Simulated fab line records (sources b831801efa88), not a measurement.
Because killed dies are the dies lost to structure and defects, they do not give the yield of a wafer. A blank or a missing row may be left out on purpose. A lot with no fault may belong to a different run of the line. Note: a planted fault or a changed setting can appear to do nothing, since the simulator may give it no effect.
Which tool did it? | flow sky130 | Sampling: 12 lots, 36 wafers, 2 of 708 route steps

== WHAT EACH GAUGE READ, for each wafer ==
SKY_METAL3_CD_MEAS_13: target cd 300 nm.
lot  | measured     | on        | cd nm (nm)
L076 | day 38 23:20 | cd sem-02 | 299.8 300.5 300.3
L078 | day 39 23:16 | cd sem-01 | 302.2 300.7 301.6
L079 | day 40 11:19 | cd sem-02 | 301.7 302.6 302.1
L081 | day 40 23:50 | cd sem-02 | 300.1 298.6 298.6
L083 | day 41 11:04 | cd sem-01 | 298.4 298.2 297.9
L086 | day 42 05:05 | cd sem-02 | 303.0 302.5 300.9
L088 | day 42 13:50 | cd sem-02 | 299.1 299.8 299.6
L089 | day 42 22:59 | cd sem-01 | 300.1 298.1 297.5
L091 | day 43 11:50 | cd sem-01 | 301.0 302.4 299.5
L093 | day 43 21:22 | cd sem-01 | 299.2 300.5 298.8
L095 | day 44 15:19 | cd sem-02 | 298.5 298.5 298.9
L097 | day 45 10:07 | cd sem-01 | 297.7 297.3 296.6

== EACH LOT AND THE TOOL THAT RAN IT (in order: tool; ch and the chambers of the sampled wafers; start) ==
lot  | SKY_METAL2_SPUTTER_02
L076 | pvd sputter-04, day 34 12:37
L078 | pvd sputter-03, day 35 13:46
L079 | pvd sputter-01, day 36 02:22
L081 | pvd sputter-01, day 36 17:05
L083 | pvd sputter-04, day 37 05:34
L086 | pvd sputter-04, day 38 00:04
L088 | pvd sputter-04, day 38 08:37
L089 | pvd sputter-04, day 38 19:32
L091 | pvd sputter-03, day 39 10:20
L093 | pvd sputter-03, day 39 19:31
L095 | pvd sputter-04, day 40 14:41
L097 | pvd sputter-01, day 41 12:16
- SKY_METAL2_SPUTTER_02: material AlCu, target thk 250 nm, time 13.3 s.

== THE ANSWER, worked out from the rows above alone ==
Rule: usual is defined by the lots themselves. Put in order of their means at a reading, lots are off if they are a third of the lots or fewer, leave a main group of 4 or more, and stand apart from it by a gap of 3 or more times the standard deviation of the main group's means; of several such gaps the widest counts. A main group is skipped when, at the precision printed for the reading in the tables above, its means are all equal. A lot without any number at a reading at which 4 lots or more have one is off too. All remaining lots with rows at the step are treated as sound.
No lot is off on any of the readings shown, so nothing can be concluded from this.

== WHAT THE SIMULATOR PUT IN ==
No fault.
